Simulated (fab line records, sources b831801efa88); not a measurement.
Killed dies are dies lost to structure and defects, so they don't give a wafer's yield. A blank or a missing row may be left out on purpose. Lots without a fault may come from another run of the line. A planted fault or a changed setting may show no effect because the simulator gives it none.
fab line records | flow sky130 | part 1 of 2: steps 1 to 28 of 38
record lots=5 wafers=15 last_day=50
route steps=708 shown METAL2@501 VIA2@507 METAL3@532 CAPM@537
lots that met no fault: from a run of the same line without faults
start_h: hours from the record's first day to the start of the lot's first wafer shown | wait_h: hours since the lot's step before | " the same as in the row above | L1.1+2: a row that stands for several wafers | - no value, or no start given | * or withheld: withheld | < > ~ a bound
route shown NAME@n: a module of which the file shows steps, and the number in the route of the first | usual: mean/standard deviation of fault-free wafers | same: alike in all rows | chamber/n: place in a boat | sites: the reading at each site | _std_site: their standard deviation | _edge_site: outer sites' mean less inner sites' | radius_mm: how far each site lies from the wafer's centre | mask NAME#n: copy n | behind: the tool/chamber that last shaped the wafer | hold: why the lot was held/for how many hours/how that ended | device: the transistor (n, p or np) that didn't switch | end of line: the same wafers' tests at the end of the route | a step without rows: its recipe alone | killed: dies lost to structure and defects at the first sort, not the wafer's yield | map: a wafer's dies, x killed, . not, _ none there
set.NAME: the setting as run; set.NAME@STEP: as run at that earlier step | model.NAME: the simulator's own value behind a step, which no gauge read
lots at some steps of the route; a table a step, a row a wafer
services: from which hour (start_h, from the record's first day; less than 0 if before it) a tool's chamber was out of use, for how many hours, and why
## steps
# step SKY_METAL2_ETCH_18
# recipe chemistry=N2/H2 target=BARC ion_energy_ev=200 bias_w=100 pressure_mtorr=30 n2_flow_sccm=100 h2_flow_sccm=200 icp_w=500 stop_on=SiO2 time_s=45.9 target_depth_a=600
# usual drypump_motor_current_A=5.6/0.41 h2_flow_sccm=200.0/0.63 n2_flow_sccm=100.02/0.29 oes_product_au=0.853/0.0051 throttle_valve_pct=13.225/0.0092
# columns lot.wafer tool chamber start_h wait_h drypump_motor_current_A h2_flow_sccm n2_flow_sccm oes_product_au rf_hours_counter_h throttle_valve_pct
L075.2 rie_metal-01 0 849.90 0.0 5.3 200.0 99.90 0.851 11 13.236
L075.3 " 0 " " 5.3 199.7 99.62 0.848 - 13.214
L075.6 " 1 " " 5.9 199.7 100.07 0.855 - 13.216
L076.2 rie_metal-02 1 853.28 0.0 5.8 200.1 99.84 0.856 9 13.225
L076.3 " 1 " " 5.8 200.4 99.66 0.855 - 13.220
L076.5 " 0 " " 6.2 199.1 100.16 0.853 - 13.221
L080.1 rie_metal-03 0 884.93 0.1 5.2 199.6 99.79 0.841 8 13.209
L080.3 " 0 " " 5.2 198.7 99.68 0.860 - 13.233
L080.4 " 0 " " 5.2 199.7 99.94 0.856 - 13.224
L083.1 rie_metal-02 0 901.30 0.0 6.3 200.3 100.23 0.848 11 13.221
L083.3 " 1 " " 5.8 200.0 100.16 0.853 - 13.234
L083.5 " 1 " " 5.8 200.2 100.05 0.854 - 13.233
L090.1 rie_metal-02 0 971.26 0.0 6.2 199.0 99.46 0.849 13 13.226
L090.4 " 0 " " 6.3 199.4 99.88 0.846 - 13.230
L090.5 " 1 " " 5.8 199.2 100.01 0.838 - 13.237
# step SKY_METAL2_METAL_ETCH_19
# recipe target_depth_a=3600 stop_on=SiO2 over_etch_frac=0.3 time_s=78 chemistry=Cl2/BCl3 resist_sidewall_deg=88 pressure_mtorr=10 icp_w=900 bias_w=48.5 Cl2_flow_sccm=60 bcl3_flow_sccm=30
# usual drypump_motor_current_A=5.6/0.41 oes_product_au=0.851/0.0066 throttle_valve_pct=22.264/0.0086
# same over_etch_frac=0.3
# columns lot.wafer tool chamber start_h wait_h drypump_motor_current_A oes_product_au rf_hours_counter_h throttle_valve_pct
L075.2 rie_metal-01 0 849.96 0.0 5.3 0.858 11 22.278
L075.3 " 0 " " 5.3 0.845 - 22.268
L075.6 " 1 " " 5.9 0.847 - 22.274
L076.2 rie_metal-02 1 853.34 0.0 5.8 0.854 9 22.284
L076.3 " 1 " " 5.8 0.859 - 22.265
L076.5 " 0 " " 6.3 0.852 - 22.271
L080.1 rie_metal-03 0 885.06 0.1 5.2 0.851 8 22.271
L080.3 " 0 " " 5.1 0.857 - 22.246
L080.4 " 0 " " 5.2 0.851 - 22.250
L083.1 rie_metal-02 0 901.36 0.0 6.2 0.845 11 22.260
L083.3 " 1 " " 5.8 0.841 - 22.255
L083.5 " 1 " " 5.8 0.848 - 22.257
L090.1 rie_metal-02 0 971.33 0.0 6.2 0.850 13 22.272
L090.4 " 0 " " 6.2 0.851 - 22.266
L090.5 " 1 " " 5.8 0.846 - 22.254
# step SKY_METAL2_STRIP_20
# recipe chemistry=O2/N2 power_w=1400 pressure_mtorr=1500 platen_temp_c=withheld o2_flow_sccm=3000 n2_flow_sccm=300 overash_fraction=0.5
# usual drypump_motor_current_A=5.9/0.51 n2_flow_sccm=300.2/0.77 oes_product_au=0.343/0.0055 strip_time_to_endpoint_s=2.73/0.055
# columns lot.wafer tool chamber start_h wait_h drypump_motor_current_A n2_flow_sccm oes_product_au rf_hours_counter_h strip_time_to_endpoint_s
L075.2 plasma_asher-03 1 850.05 0.1 6.4 300.8 0.338 98 2.79
L075.3 " 0 " " 5.3 299.6 0.349 - 2.78
L075.6 " 1 " " 6.4 302.1 0.345 - 2.75
L076.2 plasma_asher-02 0 853.43 0.1 5.5 299.8 0.345 40 2.67
L076.3 " 0 " " 5.5 300.7 0.343 - 2.64
L076.5 " 1 " " 5.4 300.6 0.349 - 2.75
L080.1 plasma_asher-01 1 885.24 0.1 6.5 300.6 0.338 78 2.78
L080.3 " 0 " " 6.4 299.1 0.347 - 2.75
L080.4 " 1 " " 6.5 299.7 0.349 - 2.78
L083.1 plasma_asher-02 1 901.45 0.1 5.4 299.8 0.347 46 2.81
L083.3 " 1 " " 5.4 300.1 0.341 - 2.65
L083.5 " 1 " " 5.4 301.6 0.348 - 2.70
L090.1 plasma_asher-01 0 971.42 0.1 6.4 300.4 0.346 88 2.78
L090.4 " 1 " " 6.5 299.7 0.350 - 2.79
L090.5 " 1 " " 6.5 300.6 0.341 - 2.69
# step SKY_METAL2_STRIP_21
# recipe chemistry=post_etch_residue_remover time_s=1200 temp_c=72.5
# columns lot.wafer tool chamber start_h wait_h
L075.2+3+6 wet_bench-01 2 850.15 0.1
L076.2+3+5 wet_bench-03 2 853.53 0.1
L080.1+3+4 wet_bench-04 1 885.34 0.1
L083.1+3+5 wet_bench-01 2 901.55 0.1
L090.1+4+5 wet_bench-04 1 971.52 0.1
# step SKY_METAL2_CLEAN_22
# recipe chemistry=IPA time_s=180 temp_c=25
# columns lot.wafer tool chamber start_h wait_h
L075.2+3+6 wet_bench-03 3 850.53 0.0
L076.2+3+5 wet_bench-04 1 853.87 0.0
L080.1+3+4 wet_bench-01 1 885.68 0.0
L083.1+3+5 wet_bench-03 3 901.90 0.0
L090.1+4+5 wet_bench-03 3 971.88 0.0
# step SKY_METAL2_CLEAN_23
# recipe chemistry=O3/DIW dry=n2_spin
# columns lot.wafer tool chamber start_h wait_h
L075.2+3+6 wet_bench-04 0 850.59 0.0
L076.2+3+5 wet_bench-01 2 853.93 0.0
L080.1+3+4 wet_bench-03 3 885.74 0.0
L083.1+3+5 wet_bench-04 2 901.95 0.0
L090.1+4+5 wet_bench-03 2 971.94 0.0
# step SKY_VIA2_HDPCVD_00
# recipe material=SiO2 target_thk_nm=1180 sigma_open_frac=0.3 time_s=196.7 temp_c=400 sih4_flow_sccm=60 pressure_mtorr=6
# columns lot.wafer tool chamber start_h wait_h
L075.2+3+6 hdpcvd-02 0 850.69 0.0
L076.2+3+5 hdpcvd-01 1,2,2 854.02 0.0
L080.1+3+4 hdpcvd-02 2,1,1 885.84 0.0
L083.1+3+5 hdpcvd-01 0,1,2 902.05 0.0
L090.1+4+5 hdpcvd-02 2,1,0 972.04 0.0
# step SKY_VIA2_THK_MEAS_01
# recipe reads=SiO2_of_VIA2_HDPCVD_00
# usual VIA2_HDPCVD_THK=1177/13
# columns lot.wafer tool chamber start_h wait_h VIA2_HDPCVD_THK[nm]
L075.2 film_metro-01 - 850.88 0.1 1169
L075.3 " - " " 1172
L075.6 " - " " 1177
L076.2 film_metro-03 - 854.16 0.1 1174
L076.3 " - " " 1176
L076.5 " - " " 1177
L080.1 film_metro-01 - 885.96 0.1 1163
L080.3 " - " " 1176
L080.4 " - " " 1182
L083.1 film_metro-02 - 902.17 0.1 1163
L083.3 " - " " 1158
L083.5 " - " " 1175
L090.1 film_metro-02 - 972.17 0.1 1149
L090.4 " - " " 1154
L090.5 " - " " 1163
# step SKY_VIA2_CMP_02
# recipe material=SiO2 down_force_psi=4 platen_rpm=60 pad_velocity_m_s=0.94248
# usual motor_current_A=13.1/1.5
# columns lot.wafer tool chamber start_h wait_h motor_current_A
L075.2 cmp-02 1 851.03 0.1 12.7
L075.3 " 2 " " 13.1
L075.6 " 3 " " 10.7
L076.3 cmp-01 1 854.26 0.1 12.3
L076.2 " 2 " " 13.6
L076.5 " 1 " " 12.9
L080.4 cmp-02 3 886.02 0.0 11.3
L080.1 " 1 " " 12.1
L080.3 " 2 " " 12.7
L083.3 cmp-02 3 902.28 0.1 11.4
L083.1 " 1 " " 13.3
L083.5 " 3 " " 11.2
L090.4 cmp-02 0 972.33 0.1 10.6
L090.1 " 1 " " 12.2
L090.5 " 2 " " 14.3
# step SKY_VIA2_BOW_MEAS_03
# recipe mode=bow
# usual VIA2_BOW=89/7.3
# columns lot.wafer tool chamber start_h wait_h VIA2_BOW[um]
L075.2 film_metro-01 - 851.25 0.2 87
L075.3 " - " " 95
L075.6 " - " " 80
L076.2 film_metro-01 - 854.53 0.2 91
L076.3 " - " " 88
L076.5 " - " " 84
L080.1 film_metro-02 - 886.32 0.1 94
L080.3 " - " " 98
L080.4 " - " " 109
L083.1 film_metro-03 - 902.53 0.1 85
L083.3 " - " " 84
L083.5 " - " " 88
L090.1 film_metro-02 - 972.53 0.1 97
L090.4 " - " " 84
L090.5 " - " " 86
# step SKY_VIA2_DEHYDRATE_04
# recipe temp_c=200 time_s=60
# columns lot.wafer tool chamber start_h wait_h
L075.2+3+6 litho_track-03 0 864.25 13.0
L076.2+3+5 litho_track-03 0 866.75 12.2
L080.1+3+4 litho_track-03 0 897.82 11.5
L083.1+3+5 litho_track-02 0 915.95 13.4
L090.1+4+5 litho_track-03 0 983.28 10.7
# step SKY_VIA2_HMDS_05
# recipe prime_time_s=60 prime_temp_c=120
# columns lot.wafer tool chamber start_h wait_h
L075.2+3+6 litho_track-03 0 864.40 0.1
L076.2+3+5 litho_track-03 0 866.90 0.1
L080.1+3+4 litho_track-03 0 897.97 0.1
L083.1+3+5 litho_track-02 0 916.10 0.1
L090.1+4+5 litho_track-03 0 983.43 0.1
# step SKY_VIA2_COAT_06
# recipe resist=BARC temp_c=withheld time_s=withheld spin_rpm=3000 resist_thk_nm=60
# columns lot.wafer tool chamber start_h wait_h
L075.2+3+6 litho_track-03 0 864.55 0.1
L076.2+3+5 litho_track-03 0 867.05 0.1
L080.1+3+4 litho_track-03 0 898.12 0.1
L083.1+3+5 litho_track-02 0 916.25 0.1
L090.1+4+5 litho_track-03 0 983.58 0.1
# step SKY_VIA2_COAT_07
# recipe resist=KrF-thick spin_rpm=3000 resist_thk_nm=450
# columns lot.wafer tool chamber start_h wait_h
L075.2+3+6 litho_track-03 0 - -
L076.2+3+5 litho_track-03 0 - -
L080.1+3+4 litho_track-03 0 - -
L083.1+3+5 litho_track-02 0 - -
L090.1+4+5 litho_track-03 0 - -
# step SKY_VIA2_SOFTBAKE_08
# recipe temp_c=100 time_s=90 resist=KrF-thick
# columns lot.wafer tool chamber start_h wait_h
L075.2+3+6 litho_track-03 0 - -
L076.2+3+5 litho_track-03 0 - -
L080.1+3+4 litho_track-03 0 - -
L083.1+3+5 litho_track-02 0 - -
L090.1+4+5 litho_track-03 0 - -
# step SKY_VIA2_EXPOSE_09
# recipe mask_id=VIM2 na=0.8 source_shape=annular sigma_inner=0.55 sigma_outer=0.85 target_cd_nm=200 dose_mj=38
# usual stage_vel_mm_s=499.97/0.25
# columns lot.wafer tool chamber start_h wait_h mask stage_vel_mm_s
L075.2 krf_scanner-02 0 - - VIM2#0 499.89
L075.3 " 0 " " VIM2#0 500.03
L075.6 " 0 " " VIM2#0 500.23
L076.2 krf_scanner-01 0 - - VIM2#0 500.18
L076.3 " 0 " " VIM2#0 499.89
L076.5 " 0 " " VIM2#0 500.29
L080.1 krf_scanner-02 0 - - VIM2#0 500.01
L080.3 " 0 " " VIM2#0 499.65
L080.4 " 0 " " VIM2#0 499.94
L083.1 krf_scanner-02 0 - - VIM2#0 500.39
L083.3 " 0 " " VIM2#0 500.23
L083.5 " 0 " " VIM2#0 500.14
L090.1 krf_scanner-01 0 - - VIM2#0 500.20
L090.4 " 0 " " VIM2#0 499.99
L090.5 " 0 " " VIM2#0 499.93
# step SKY_VIA2_PEB_10
# recipe peb_temp_c=withheld peb_time_s=withheld resist=KrF-thick
# columns lot.wafer tool chamber start_h wait_h
L075.2+3+6 litho_track-03 0 - -
L076.2+3+5 litho_track-02 0 - -
L080.1+3+4 litho_track-02 0 - -
L083.1+3+5 litho_track-02 0 - -
L090.1+4+5 litho_track-03 0 - -
# step SKY_VIA2_DEVELOP_11
# recipe develop_time_s=60 resist=KrF-thick dev_temp_c=21
# columns lot.wafer tool chamber start_h wait_h
L075.2+3+6 litho_track-03 0 - -
L076.2+3+5 litho_track-02 0 - -
L080.1+3+4 litho_track-02 0 - -
L083.1+3+5 litho_track-02 0 - -
L090.1+4+5 litho_track-03 0 - -
# step SKY_VIA2_CD_MEAS_12
# recipe target_cd_nm=200
# usual cd_nm=200.1/1.2
# columns lot.wafer tool chamber start_h wait_h cd_nm
L075.2 cd_sem-01 - 877.24 - 201.9
L075.3 " - " " 201.5
L075.6 " - " " 202.0
L076.2 cd_sem-02 - 880.32 - 199.4
L076.3 " - " " 199.1
L076.5 " - " " 198.8
L080.1 cd_sem-01 - 911.90 - 200.2
L080.3 " - " " 201.3
L080.4 " - " " 199.9
L083.1 cd_sem-01 - 928.50 - 200.1
L083.3 " - " " 200.2
L083.5 " - " " 200.1
L090.1 cd_sem-01 - 996.48 - 199.7
L090.4 " - " " 198.5
L090.5 " - " " 198.9
# step SKY_VIA2_OVL_MEAS_13
# usual VIA2_OVL=-4/5
# columns lot.wafer tool chamber start_h wait_h VIA2_OVL[nm]
L075.2 overlay-01 - 877.35 0.1 -1
L075.3 " - " " 3
L075.6 " - " " -3
L076.2 overlay-01 - 880.42 0.1 -8
L076.3 " - " " 2
L076.5 " - " " 1
L080.1 overlay-02 - 912.02 0.1 -1
L080.3 " - " " 4
L080.4 " - " " 5
L083.1 overlay-01 - 928.62 0.1 -1
L083.3 " - " " -5
L083.5 " - " " -4
L090.1 overlay-02 - 996.60 0.1 -9
L090.4 " - " " -10
L090.5 " - " " -7
# step SKY_VIA2_ETCH_14
# recipe chemistry=N2/H2 target=BARC ion_energy_ev=200 source_w=500 bias_w=100 pressure_mtorr=30 n2_flow_sccm=100 h2_flow_sccm=200 stop_on=SiO2 time_s=45.9 target_depth_a=600
# usual drypump_motor_current_A=5.6/0.39 h2_flow_sccm=200.0/0.55 n2_flow_sccm=99.97/0.25 oes_product_au=0.854/0.0046 throttle_valve_pct=13.225/0.009
# columns lot.wafer tool chamber start_h wait_h drypump_motor_current_A h2_flow_sccm n2_flow_sccm oes_product_au rf_hours_counter_h throttle_valve_pct
L075.2 rie_diel-04 2 877.38 0.0 5.7 199.4 99.91 0.848 4 13.233
L075.3 " 3 " " 6.3 199.7 99.78 0.857 11 13.238
L075.6 " 1 " " 5.2 199.7 99.56 0.858 - 13.214
L076.2 rie_diel-02 2 880.45 0.0 4.9 200.0 100.28 0.861 15 13.239
L076.3 " 1 " " 5.5 200.7 99.90 0.857 12 13.205
L076.5 " 2 " " 4.9 200.0 100.19 0.853 - 13.231
L080.1 rie_diel-02 2 912.05 0.0 4.9 200.1 99.70 0.848 16 13.231
L080.3 " 1 " " 5.5 200.2 100.14 0.847 13 13.225
L080.4 " 3 " " 5.8 199.9 99.96 0.855 27 13.234
L083.1 rie_diel-02 0 928.65 0.0 5.3 199.4 99.92 0.858 8 13.221
L083.3 " 2 " " 4.9 199.9 100.00 0.856 17 13.236
L083.5 " 3 " " 5.8 199.0 99.94 0.852 - 13.224
L090.1 rie_diel-03 0 996.63 0.0 5.7 199.1 99.86 0.855 30 13.226
L090.4 " 1 " " 5.5 200.6 99.48 0.851 17 13.222
L090.5 " 2 " " 6.4 200.6 99.92 0.856 - 13.222
# step SKY_VIA2_ETCH_15
# recipe target=SiO2 chemistry=C4F8/O2/Ar target_depth_nm=546 stop_on=TiN mask_material=KrF-thick source_w=1500 bias_w=1200 pressure_mtorr=40 c4f8_flow_sccm=withheld O2_flow_sccm=6 Ar_flow_sccm=300 time_s=84
# usual oes_product_au=0.940/0.005
# columns lot.wafer tool chamber start_h wait_h oes_product_au rf_hours_counter_h
L075.2 rie_diel-04 2 877.42 0.0 0.940 4
L075.3 " 3 " " 0.944 11
L075.6 " 1 " " 0.941 -
L076.2 rie_diel-02 2 880.50 0.0 0.944 15
L076.3 " 1 " " 0.946 12
L076.5 " 2 " " 0.938 -
L080.1 rie_diel-02 2 912.10 0.0 0.939 17
L080.3 " 1 " " 0.940 13
L080.4 " 3 " " 0.943 27
L083.1 rie_diel-02 0 928.70 0.0 0.928 8
L083.3 " 2 " " 0.944 17
L083.5 " 3 " " 0.932 -
L090.1 rie_diel-03 0 996.67 0.0 0.937 30
L090.4 " 1 " " 0.931 17
L090.5 " 2 " " 0.939 -
# step SKY_VIA2_STRIP_16
# recipe chemistry=O2/N2 power_w=1400 pressure_mtorr=1500 platen_temp_c=withheld o2_flow_sccm=3000 n2_flow_sccm=300 overash_fraction=0.5
# usual drypump_motor_current_A=5.9/0.46 n2_flow_sccm=300.1/0.88 oes_product_au=0.399/0.0047 strip_time_to_endpoint_s=4.046/0.023
# columns lot.wafer tool chamber start_h wait_h drypump_motor_current_A n2_flow_sccm oes_product_au rf_hours_counter_h strip_time_to_endpoint_s
L075.2 plasma_asher-02 1 877.49 0.0 5.4 301.2 0.394 42 4.005
L075.3 " 0 " " 5.5 299.7 0.389 - 3.986
L075.6 " 0 " " 5.4 299.4 0.396 - 4.034
L076.2 plasma_asher-01 1 880.56 0.0 6.5 300.1 0.392 77 4.045
L076.3 " 1 " " 6.5 300.6 0.396 - 4.051
L076.5 " 1 " " 6.5 300.6 0.396 - 4.051
L080.1 plasma_asher-01 0 912.16 0.0 6.4 300.1 0.395 82 4.057
L080.3 " 1 " " 6.5 299.8 0.394 - 4.040
L080.4 " 0 " " 6.4 299.3 0.405 - 4.031
L083.1 plasma_asher-04 0 928.76 0.0 5.5 299.6 0.400 20 4.069
L083.3 " 1 " " 5.6 299.5 0.393 - 4.057
L083.5 " 0 " " 5.5 299.8 0.396 - 4.074
L090.1 plasma_asher-04 1 996.74 0.0 5.6 299.9 0.400 26 4.043
L090.4 " 0 " " 5.5 298.9 0.396 - 4.047
L090.5 " 1 " " 5.7 299.7 0.395 - 4.066
# step SKY_VIA2_STRIP_17
# recipe chemistry=post_etch_residue_remover time_s=1200 temp_c=72.5
# columns lot.wafer tool chamber start_h wait_h
L075.2+3+6 wet_bench-04 3 877.59 0.1
L076.2+3+5 wet_bench-01 0 880.66 0.1
L080.1+3+4 wet_bench-04 3 912.26 0.1
L083.1+3+5 wet_bench-04 2 928.86 0.1
L090.1+4+5 wet_bench-01 3 996.84 0.1
# step SKY_VIA2_CLEAN_18
# recipe chemistry=IPA time_s=180 temp_c=25
# columns lot.wafer tool chamber start_h wait_h
L075.2+3+6 wet_bench-02 2 877.93 0.0
L076.2+3+5 wet_bench-02 0 881.03 0.0
L080.1+3+4 wet_bench-01 3 912.60 0.0
L083.1+3+5 wet_bench-02 1 929.20 0.0
L090.1+4+5 wet_bench-04 3 997.18 0.0
# step SKY_VIA2_CLEAN_19
# recipe chemistry=O3/DIW dry=n2_spin
# columns lot.wafer tool chamber start_h wait_h
L075.2+3+6 wet_bench-01 2 877.99 0.0
L076.2+3+5 wet_bench-04 2 881.09 0.0
L080.1+3+4 wet_bench-02 3 912.66 0.0
L083.1+3+5 wet_bench-01 3 929.26 0.0
L090.1+4+5 wet_bench-02 2 997.24 0.0
# step SKY_VIA2_SPUTTER_20
# recipe material=TiN target_thk_nm=20 chamber_pressure_pa=5 power_w=4000 time_s=80
# usual throttle_valve_pct=29.6/1.2
# columns lot.wafer tool chamber start_h wait_h throttle_valve_pct
L075.2 pvd_sputter-01 - 878.09 0.0 30.5
L075.3 " - " " 30.3
L075.6 " - " " 28.7
L076.2 pvd_sputter-01 - 881.18 0.0 30.1
L076.3 " - " " 28.5
L076.5 " - " " 28.7
L080.1 pvd_sputter-03 - 912.75 0.0 29.9
L080.3 " - " " 31.4
L080.4 " - " " 28.3
L083.1 pvd_sputter-04 - 929.35 0.0 31.2
L083.3 " - " " 28.6
L083.5 " - " " 29.6
L090.1 pvd_sputter-03 - 997.33 0.0 29.8
L090.4 " - " " 28.4
L090.5 " - " " 28.3
# step SKY_VIA2_CVD_21
# recipe material=W target_thk_nm=420 time_s=126.4 temp_c=400 pressure_torr=40
# usual heater_power_w=811/33
# columns lot.wafer tool chamber start_h wait_h heater_power_w
L075.2 cvd_w-02 1 878.15 0.0 753
L075.3 " 0 " " 792
L075.6 " 0 " " 795
L076.2 cvd_w-01 1 881.24 0.0 859
L076.3 " 0 " " 820
L076.5 " 1 " " 856
L080.1 cvd_w-02 0 912.81 0.0 802
L080.3 " 1 " " 775
L080.4 " 0 " " 780
L083.1 cvd_w-01 0 929.41 0.0 805
L083.3 " 0 " " 817
L083.5 " 1 " " 847
L090.1 cvd_w-01 0 997.40 0.0 833
L090.4 " 1 " " 855
L090.5 " 1 " " 874
